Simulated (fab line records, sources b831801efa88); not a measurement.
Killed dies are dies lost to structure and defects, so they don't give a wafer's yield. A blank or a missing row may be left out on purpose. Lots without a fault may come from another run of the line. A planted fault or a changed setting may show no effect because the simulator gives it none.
fab line records | flow sky130
record lots=5 wafers=15 last_day=50
route steps=708 shown NWELL@76 PWDE@84 VT_ADJUST_HVTP@85 VT_ADJUST_LVTN@97
lots that met no fault: from a run of the same line without faults
start_h: hours from the record's first day to the start of the lot's first wafer shown | wait_h: hours since the lot's step before | " the same as in the row above | L1.1+2: a row that stands for several wafers | - no value, or no start given | * or withheld: withheld | < > ~ a bound
route shown NAME@n: a module of which the file shows steps, and the number in the route of the first | usual: mean/standard deviation of fault-free wafers | same: alike in all rows | chamber/n: place in a boat | sites: the reading at each site | _std_site: their standard deviation | _edge_site: outer sites' mean less inner sites' | radius_mm: how far each site lies from the wafer's centre | mask NAME#n: copy n | behind: the tool/chamber that last shaped the wafer | hold: why the lot was held/for how many hours/how that ended | device: the transistor (n, p or np) that didn't switch | end of line: the same wafers' tests at the end of the route | a step without rows: its recipe alone | killed: dies lost to structure and defects at the first sort, not the wafer's yield | map: a wafer's dies, x killed, . not, _ none there
set.NAME: the setting as run; set.NAME@STEP: as run at that earlier step | model.NAME: the simulator's own value behind a step, which no gauge read
lots at some steps of the route; a table a step, a row a wafer
services: from which hour (start_h, from the record's first day; less than 0 if before it) a tool's chamber was out of use, for how many hours, and why
## steps
# step SKY_NWELL_OVL_MEAS_23
# usual NWELL_01_OVL=0.0/1.4
# columns lot.wafer tool chamber start_h wait_h NWELL_01_OVL[nm]
L076.2 overlay-01 - 120.96 - 1.1
L076.3 " - " " 0.1
L076.5 " - " " 0.2
L078.2 overlay-02 - 135.52 - 0.3
L078.3 " - " " 1.7
L078.5 " - " " 1.5
L085.4 overlay-02 - 174.82 - -2.0
L085.5 " - " " -2.5
L085.6 " - " " -2.3
L086.1 overlay-02 - 180.00 - -0.7
L086.3 " - " " 0.0
L086.5 " - " " -0.3
L094.4 overlay-02 - 230.27 - 0.5
L094.5 " - " " 0.2
L094.6 " - " " 0.3
# step SKY_NWELL_IMPLANT_24
# recipe species=B energy_kev=140 dose_cm2=9.2e+12 tilt_deg=withheld
# columns lot.wafer tool chamber start_h wait_h
L076.2+3+5 implanter-03 0 121.01 0.0
L078.2+3+5 implanter-01 0 135.58 0.0
L085.4+5+6 implanter-03 0 174.91 0.1
L086.1+3+5 implanter-02 0 180.04 0.0
L094.4+5+6 implanter-02 0 230.36 0.1
# step SKY_NWELL_STRIP_25
# recipe chemistry=O2/N2 power_w=1400 pressure_mtorr=1500 platen_temp_c=withheld o2_flow_sccm=3000 n2_flow_sccm=300 overash_fraction=0.5
# usual drypump_motor_current_A=5.8/0.34 n2_flow_sccm=299.8/0.85 oes_product_au=0.723/0.0045 strip_time_to_endpoint_s=36.90/0.11
# columns lot.wafer tool chamber start_h wait_h drypump_motor_current_A n2_flow_sccm oes_product_au rf_hours_counter_h strip_time_to_endpoint_s
L076.2 plasma_asher-01 1 121.14 0.1 5.7 299.1 0.727 44 36.79
L076.3 " 0 " " 5.2 300.1 0.715 - 36.87
L076.5 " 0 " " 5.2 300.4 0.725 - 36.88
L078.2 plasma_asher-04 0 135.70 0.1 5.6 300.3 0.726 43 36.97
L078.3 " 0 " " 5.6 298.1 0.724 - 36.97
L078.5 " 0 " " 5.6 299.5 0.716 - 37.09
L085.4 plasma_asher-02 0 175.02 0.1 5.6 299.6 0.718 - 37.11
L085.5 " 1 " " 6.1 299.7 0.723 - 37.15
L085.6 " 0 " " 5.7 300.4 0.724 - 37.11
L086.1 plasma_asher-04 1 180.19 0.1 6.2 299.2 0.718 46 36.76
L086.3 " 0 " " 5.6 300.4 0.731 - 36.66
L086.5 " 0 " " 5.6 299.4 0.729 - 36.78
L094.4 plasma_asher-04 0 230.47 0.1 5.6 300.0 0.725 - 36.89
L094.5 " 0 " " 5.6 298.9 0.733 - 36.79
L094.6 " 1 " " 6.3 299.9 0.729 - 36.81
# step SKY_NWELL_TW_MEAS_26
# usual NWELL_2_TW=496/3.9
# columns lot.wafer tool chamber start_h wait_h NWELL_2_TW
L076.2 film_metro-03 - 121.25 0.1 492
L076.3 " - " " 492
L076.5 " - " " 493
L078.2 film_metro-02 - 135.81 0.1 499
L078.3 " - " " 500
L078.5 " - " " 499
L085.4 film_metro-03 - 175.11 0.1 494
L085.5 " - " " 497
L085.6 " - " " 497
L086.1 film_metro-02 - 180.29 0.1 499
L086.3 " - " " 500
L086.5 " - " " 500
L094.4 film_metro-01 - 230.56 0.1 493
L094.5 " - " " 489
L094.6 " - " " 491
# step SKY_NWELL_CLEAN_27
# recipe chemistry=SC1/SC2 mix=1:4:20 temp_c=70 time_s=150 dry=n2_spin
# usual bath_heat_duty_pct=12.9/1.5
# columns lot.wafer tool chamber start_h wait_h bath_heat_duty_pct
L076.2 wet_bench-02 1 121.30 0.0 15.4
L076.3 " 1 " " 15.5
L076.5 " 1 " " 16.0
L078.2 wet_bench-03 1 135.86 0.0 13.1
L078.3 " 1 " " 12.6
L078.5 " 1 " " 11.8
L085.4 wet_bench-02 2 175.14 0.0 13.1
L085.5 " 2 " " 13.8
L085.6 " 2 " " 12.7
L086.1 wet_bench-02 0 180.35 0.1 11.9
L086.3 " 0 " " 11.7
L086.5 " 0 " " 12.4
L094.4 wet_bench-03 2 230.59 0.0 16.2
L094.5 " 2 " " 14.4
L094.6 " 2 " " 14.2
# step SKY_NWELL_RTA_28
# recipe temp_c=1050 time_s=30 idle_temp_c=650 ramp_up_c_per_s=150 ramp_down_c_per_s=90 ambient=N2
# usual chamber_o2_ppm=1.997/0.022 lamp_power_pct=25.30/0.052 ramp_up_c_per_s=150.00/0.029 wafer_temp_C_max=1054.8/0.92
# columns lot.wafer tool chamber start_h wait_h chamber_o2_ppm lamp_power_pct ramp_up_c_per_s wafer_temp_C_max
L076.2 rtp_anneal-02 0 121.36 0.0 2.007 25.13 149.97 1053.6
L076.3 " 0 " " 1.940 25.24 150.00 1053.9
L076.5 " 0 " " 1.967 25.29 150.00 1054.6
L078.2 rtp_anneal-02 0 135.93 0.0 1.979 25.35 150.04 1054.2
L078.3 " 0 " " 2.017 25.29 150.01 1053.2
L078.5 " 0 " " 2.021 25.35 149.95 1055.5
L085.4 rtp_anneal-01 0 175.25 0.1 1.987 25.36 150.04 1053.8
L085.5 " 0 " " 1.999 25.34 149.97 1054.1
L085.6 " 0 " " 1.962 25.33 150.01 1053.2
L086.1 rtp_anneal-02 0 180.40 0.0 1.965 25.36 150.01 1053.2
L086.3 " 0 " " 1.972 25.29 150.00 1053.7
L086.5 " 0 " " 1.972 25.38 149.97 1055.6
L094.4 rtp_anneal-02 0 230.69 0.1 1.987 25.30 150.00 1053.9
L094.5 " 0 " " 1.970 25.35 149.98 1053.7
L094.6 " 0 " " 2.006 25.36 149.99 1055.1
# step SKY_NWELL_RS_MEAS_29
# recipe thk_meas_gauge=four-point-probe
# usual NWELL_RS=623.3/1.5
# columns lot.wafer tool chamber start_h wait_h NWELL_RS[ohm/sq]
L076.2 film_metro-01 - 121.47 0.1 625.3
L076.3 " - " " 625.9
L076.5 " - " " 625.2
L078.2 film_metro-02 - 136.03 0.1 624.1
L078.3 " - " " 623.3
L078.5 " - " " 623.4
L085.4 film_metro-02 - 175.36 0.1 620.9
L085.5 " - " " 622.0
L085.6 " - " " 621.8
L086.1 film_metro-01 - 180.50 0.1 623.9
L086.3 " - " " 623.9
L086.5 " - " " 624.0
L094.4 film_metro-03 - 230.80 0.1 625.2
L094.5 " - " " 627.2
L094.6 " - " " 626.4
# step SKY_NWELL_RS_MEAS_31
# recipe thk_meas_gauge=four-point-probe
# usual PWDE_RS=5281/19
# columns lot.wafer tool chamber start_h wait_h PWDE_RS[ohm/sq]
L076.2 film_metro-01 - 121.71 0.1 5312
L076.3 " - " " 5309
L076.5 " - " " 5294
L078.2 film_metro-02 - 136.27 0.1 5276
L078.3 " - " " 5273
L078.5 " - " " 5289
L085.4 film_metro-02 - 175.60 0.1 5291
L085.5 " - " " 5290
L085.6 " - " " 5280
L086.1 film_metro-01 - 180.74 0.1 5287
L086.3 " - " " 5286
L086.5 " - " " 5306
L094.4 film_metro-03 - 231.04 0.1 5278
L094.5 " - " " 5270
L094.6 " - " " 5258
# step SKY_VT_ADJUST_HVTP_DEHYDRATE_00
# recipe temp_c=200 time_s=60
# columns lot.wafer tool chamber start_h wait_h
L076.2+3+5 litho_track-02 0 130.84 9.1
L078.2+3+5 litho_track-04 0 145.13 8.8
L085.4+5+6 litho_track-04 0 185.68 10.1
L086.1+3+5 litho_track-04 0 190.15 9.4
L094.4+5+6 litho_track-02 0 241.24 10.2
# step SKY_VT_ADJUST_HVTP_HMDS_01
# recipe prime_time_s=60 prime_temp_c=120
# columns lot.wafer tool chamber start_h wait_h
L076.2+3+5 litho_track-02 0 130.99 0.1
L078.2+3+5 litho_track-04 0 145.28 0.1
L085.4+5+6 litho_track-04 0 185.83 0.1
L086.1+3+5 litho_track-04 0 190.30 0.1
L094.4+5+6 litho_track-02 0 241.39 0.1
# step SKY_VT_ADJUST_HVTP_COAT_02
# recipe resist=NOVOLAK spin_rpm=3000 resist_thk_nm=1140
# columns lot.wafer tool chamber start_h wait_h
L076.2+3+5 litho_track-02 0 131.14 0.1
L078.2+3+5 litho_track-04 0 145.43 0.1
L085.4+5+6 litho_track-04 0 185.98 0.1
L086.1+3+5 litho_track-04 0 190.45 0.1
L094.4+5+6 litho_track-02 0 241.54 0.1
# step SKY_VT_ADJUST_HVTP_SOFTBAKE_03
# recipe temp_c=90 time_s=60 resist=NOVOLAK
# columns lot.wafer tool chamber start_h wait_h
L076.2+3+5 litho_track-02 0 131.29 0.1
L078.2+3+5 litho_track-04 0 145.58 0.1
L085.4+5+6 litho_track-04 0 186.13 0.1
L086.1+3+5 litho_track-04 0 190.60 0.1
L094.4+5+6 litho_track-02 0 241.69 0.1
# step SKY_VT_ADJUST_HVTP_EXPOSE_04
# recipe mask_id=HVTPM na=0.6 source_shape=conventional sigma_outer=0.6 polarization=unpolarized target_cd_nm=380 dose_mj=140
# usual reticle_temp_C=23.01/0.099
# columns lot.wafer tool chamber start_h wait_h mask reticle_temp_C
L076.2 iline_stepper-02 0 - - HVTPM#0 23.07
L076.3 " 0 " " HVTPM#0 23.05
L076.5 " 0 " " HVTPM#0 23.19
L078.2 iline_stepper-02 0 - - HVTPM#0 22.99
L078.3 " 0 " " HVTPM#0 23.07
L078.5 " 0 " " HVTPM#0 23.02
L085.4 iline_stepper-02 0 - - HVTPM#0 22.99
L085.5 " 0 " " HVTPM#0 22.98
L085.6 " 0 " " HVTPM#0 23.19
L086.1 iline_stepper-01 0 - - HVTPM#0 23.18
L086.3 " 0 " " HVTPM#0 23.17
L086.5 " 0 " " HVTPM#0 22.88
L094.4 iline_stepper-02 0 - - HVTPM#0 23.05
L094.5 " 0 " " HVTPM#0 22.99
L094.6 " 0 " " HVTPM#0 22.95
# step SKY_VT_ADJUST_HVTP_PEB_05
# recipe temp_c=withheld time_s=* resist=NOVOLAK
# columns lot.wafer tool chamber start_h wait_h
L076.2+3+5 litho_track-03 0 - -
L078.2+3+5 litho_track-03 0 - -
L085.4+5+6 litho_track-03 0 - -
L086.1+3+5 litho_track-04 0 - -
L094.4+5+6 litho_track-03 0 - -
# step SKY_VT_ADJUST_HVTP_DEVELOP_06
# recipe resist=NOVOLAK developer=TMAH develop_time_s=60 dev_temp_c=23
# columns lot.wafer tool chamber start_h wait_h
L076.2+3+5 litho_track-03 0 140.59 0.1
L078.2+3+5 litho_track-03 0 155.34 0.1
L085.4+5+6 litho_track-03 0 196.64 0.1
L086.1+3+5 litho_track-04 0 201.60 0.1
L094.4+5+6 litho_track-03 0 252.89 0.1
# step SKY_VT_ADJUST_HVTP_CD_MEAS_07
# recipe target_cd_nm=380
# usual cd_nm=381/3.2
# columns lot.wafer tool chamber start_h wait_h cd_nm
L076.2 cd_sem-01 - 140.74 0.1 383
L076.3 " - " " 379
L076.5 " - " " 384
L078.2 cd_sem-02 - 155.49 0.1 375
L078.3 " - " " 376
L078.5 " - " " 376
L085.4 cd_sem-02 - 196.78 0.1 382
L085.5 " - " " 378
L085.6 " - " " 376
L086.1 cd_sem-02 - 201.75 0.1 383
L086.3 " - " " 383
L086.5 " - " " 382
L094.4 cd_sem-01 - 253.03 0.1 378
L094.5 " - " " 381
L094.6 " - " " 381
# step SKY_VT_ADJUST_HVTP_OVL_MEAS_08
# usual VT_ADJUST_HVTP_OVL=-0.8/1.4
# columns lot.wafer tool chamber start_h wait_h VT_ADJUST_HVTP_OVL[nm]
L076.2 overlay-02 - 140.84 0.1 -0.1
L076.3 " - " " -3.3
L076.5 " - " " -0.7
L078.2 overlay-01 - 155.59 0.1 -0.7
L078.3 " - " " -0.7
L078.5 " - " " -0.9
L085.4 overlay-02 - 196.85 0.1 -1.8
L085.5 " - " " -2.8
L085.6 " - " " -0.4
L086.1 overlay-01 - 201.87 0.1 -2.3
L086.3 " - " " -1.9
L086.5 " - " " -2.2
L094.4 overlay-01 - 253.10 0.1 0.2
L094.5 " - " " 0.1
L094.6 " - " " 0.9
# step SKY_VT_ADJUST_HVTP_IMPLANT_09
# recipe species=As energy_kev=150 dose_cm2=4.3e+12 tilt_deg=withheld
# columns lot.wafer tool chamber start_h wait_h
L076.2+3+5 implanter-03 0 140.90 0.0
L078.2+3+5 implanter-04 0 155.65 0.0
L085.4+5+6 implanter-02 0 196.95 0.1
L086.1+3+5 implanter-02 0 201.91 0.0
L094.4+5+6 implanter-03 0 253.20 0.1
# step SKY_VT_ADJUST_HVTP_STRIP_10
# recipe chemistry=O2/N2 power_w=1400 pressure_mtorr=1500 platen_temp_c=withheld o2_flow_sccm=3000 n2_flow_sccm=300 overash_fraction=0.5
# usual drypump_motor_current_A=5.7/0.39 n2_flow_sccm=300.1/0.94 oes_product_au=0.716/0.0047 strip_time_to_endpoint_s=14.16/0.042
# columns lot.wafer tool chamber start_h wait_h drypump_motor_current_A n2_flow_sccm oes_product_au rf_hours_counter_h strip_time_to_endpoint_s
L076.2 plasma_asher-03 1 141.02 0.1 5.2 300.1 0.705 2 14.15
L076.3 " 1 " " 5.2 299.5 0.718 - 14.16
L076.5 " 1 " " 5.2 297.9 0.712 - 14.12
L078.2 plasma_asher-03 0 155.77 0.1 5.3 300.1 0.711 4 14.23
L078.3 " 0 " " 5.3 300.4 0.714 - 14.21
L078.5 " 1 " " 5.2 301.1 0.713 - 14.19
L085.4 plasma_asher-04 0 197.06 0.1 5.6 298.6 0.712 - 14.16
L085.5 " 0 " " 5.6 301.1 0.717 - 14.13
L085.6 " 1 " " 6.3 300.0 0.720 - 14.16
L086.1 plasma_asher-04 0 202.06 0.1 5.6 299.8 0.716 48 14.18
L086.3 " 1 " " 6.3 300.9 0.720 - 14.21
L086.5 " 0 " " 5.6 299.3 0.724 - 14.13
L094.4 plasma_asher-02 1 253.31 0.1 6.1 300.0 0.718 - 14.16
L094.5 " 1 " " 6.1 299.7 0.721 - 14.18
L094.6 " 0 " " 5.6 300.5 0.716 - 14.18
# step SKY_VT_ADJUST_HVTP_TW_MEAS_11
# usual VT_ADJUST_HVTP_TW=1355/9.7
# columns lot.wafer tool chamber start_h wait_h VT_ADJUST_HVTP_TW
L076.2 film_metro-01 - 141.13 0.1 1341
L076.3 " - " " 1342
L076.5 " - " " 1348
L078.2 film_metro-03 - 155.88 0.1 1359
L078.3 " - " " 1366
L078.5 " - " " 1363
L085.4 film_metro-03 - 197.15 0.1 1368
L085.5 " - " " 1372
L085.6 " - " " 1370
L086.1 film_metro-03 - 202.16 0.1 1370
L086.3 " - " " 1375
L086.5 " - " " 1367
L094.4 film_metro-03 - 253.40 0.1 1358
L094.5 " - " " 1354
L094.6 " - " " 1348
# step SKY_VT_ADJUST_LVTN_DEHYDRATE_00
# recipe temp_c=200 time_s=60
# columns lot.wafer tool chamber start_h wait_h
L076.2+3+5 litho_track-04 0 149.88 8.7
L078.2+3+5 litho_track-04 0 165.08 9.2
L085.4+5+6 litho_track-01 0 207.37 10.2
L086.1+3+5 litho_track-01 0 212.25 10.1
L094.4+5+6 litho_track-04 0 265.63 12.2
# step SKY_VT_ADJUST_LVTN_HMDS_01
# recipe prime_time_s=60 prime_temp_c=120
# columns lot.wafer tool chamber start_h wait_h
L076.2+3+5 litho_track-04 0 150.03 0.1
L078.2+3+5 litho_track-04 0 165.23 0.1
L085.4+5+6 litho_track-01 0 207.52 0.1
L086.1+3+5 litho_track-01 0 212.40 0.1
L094.4+5+6 litho_track-04 0 265.78 0.1
# step SKY_VT_ADJUST_LVTN_COAT_02
# recipe spin_rpm=2000 resist_thk_nm=3000
# columns lot.wafer tool chamber start_h wait_h
L076.2+3+5 litho_track-04 0 150.18 0.1
L078.2+3+5 litho_track-04 0 165.38 0.1
L085.4+5+6 litho_track-01 0 207.67 0.1
L086.1+3+5 litho_track-01 0 212.55 0.1
L094.4+5+6 litho_track-04 0 265.93 0.1
# step SKY_VT_ADJUST_LVTN_SOFTBAKE_03
# recipe temp_c=110 time_s=withheld
# columns lot.wafer tool chamber start_h wait_h
L076.2+3+5 litho_track-04 0 150.33 0.1
L078.2+3+5 litho_track-04 0 165.53 0.1
L085.4+5+6 litho_track-01 0 207.85 0.1
L086.1+3+5 litho_track-01 0 212.70 0.1
L094.4+5+6 litho_track-04 0 266.10 0.1
# step SKY_VT_ADJUST_LVTN_EXPOSE_04
# recipe mask_id=NWM_COMPLEMENT_LESS_NATIVE na=0.6 source_shape=conventional sigma_outer=0.6 polarization=unpolarized target_cd_nm=840 dose_mj=194
# usual reticle_temp_C=22.99/0.097
# columns lot.wafer tool chamber start_h wait_h mask reticle_temp_C
L076.2 iline_stepper-01 0 - - NWM_COMPLEMENT_LESS_NATIVE#0 22.94
L076.3 " 0 " " NWM_COMPLEMENT_LESS_NATIVE#0 22.90
L076.5 " 0 " " NWM_COMPLEMENT_LESS_NATIVE#0 22.96
L078.2 iline_stepper-02 0 - - NWM_COMPLEMENT_LESS_NATIVE#0 22.90
L078.3 " 0 " " NWM_COMPLEMENT_LESS_NATIVE#0 22.93
L078.5 " 0 " " NWM_COMPLEMENT_LESS_NATIVE#0 22.97
L085.4 iline_stepper-01 0 - - NWM_COMPLEMENT_LESS_NATIVE#0 22.90
L085.5 " 0 " " NWM_COMPLEMENT_LESS_NATIVE#0 23.00
L085.6 " 0 " " NWM_COMPLEMENT_LESS_NATIVE#0 22.78
L086.1 iline_stepper-01 0 - - NWM_COMPLEMENT_LESS_NATIVE#0 23.00
L086.3 " 0 " " NWM_COMPLEMENT_LESS_NATIVE#0 23.06
L086.5 " 0 " " NWM_COMPLEMENT_LESS_NATIVE#0 23.10
L094.4 iline_stepper-02 0 - - NWM_COMPLEMENT_LESS_NATIVE#0 22.94
L094.5 " 0 " " NWM_COMPLEMENT_LESS_NATIVE#0 22.86
L094.6 " 0 " " NWM_COMPLEMENT_LESS_NATIVE#0 22.87
# step SKY_VT_ADJUST_LVTN_PEB_05
# recipe temp_c=115 time_s=withheld
# columns lot.wafer tool chamber start_h wait_h
L076.2+3+5 litho_track-01 0 - -
L078.2+3+5 litho_track-04 0 - -
L085.4+5+6 litho_track-02 0 - -
L086.1+3+5 litho_track-02 0 - -
L094.4+5+6 litho_track-04 0 - -
## services
# columns tool chamber start_h hours kind
plasma_asher-03 - 108.75 9.0 pm
implanter-03 - 110.23 1.5 repair
implanter-02 - 117.48 1.3 repair
iline_stepper-02 - 119.55 5.2 repair
plasma_asher-02 - 123.05 1.7 repair
implanter-02 - 124.59 1.6 repair
plasma_asher-02 - 125.45 3.9 repair
plasma_asher-04 - 144.76 23.9 pm
iline_stepper-02 - 148.01 5.8 repair
plasma_asher-03 - 158.51 19.9 repair
wet_bench-02 - 161.26 1.5 repair
iline_stepper-01 - 181.06 1.7 pm
plasma_asher-01 - 182.72 3.4 repair
plasma_asher-02 - 184.59 14.6 pm
implanter-02 - 198.76 1.4 repair
implanter-03 - 205.83 5.3 pm
rtp_anneal-01 - 212.61 5.3 pm
implanter-01 - 217.47 6.1 repair
iline_stepper-01 0 224.55 - calibration
iline_stepper-02 0 234.29 - calibration
plasma_asher-01 - 239.63 2.8 pm
implanter-03 - 241.74 3.8 repair
iline_stepper-02 - 251.59 1.7 pm
implanter-01 - 276.78 6.9 pm
## key
fault none
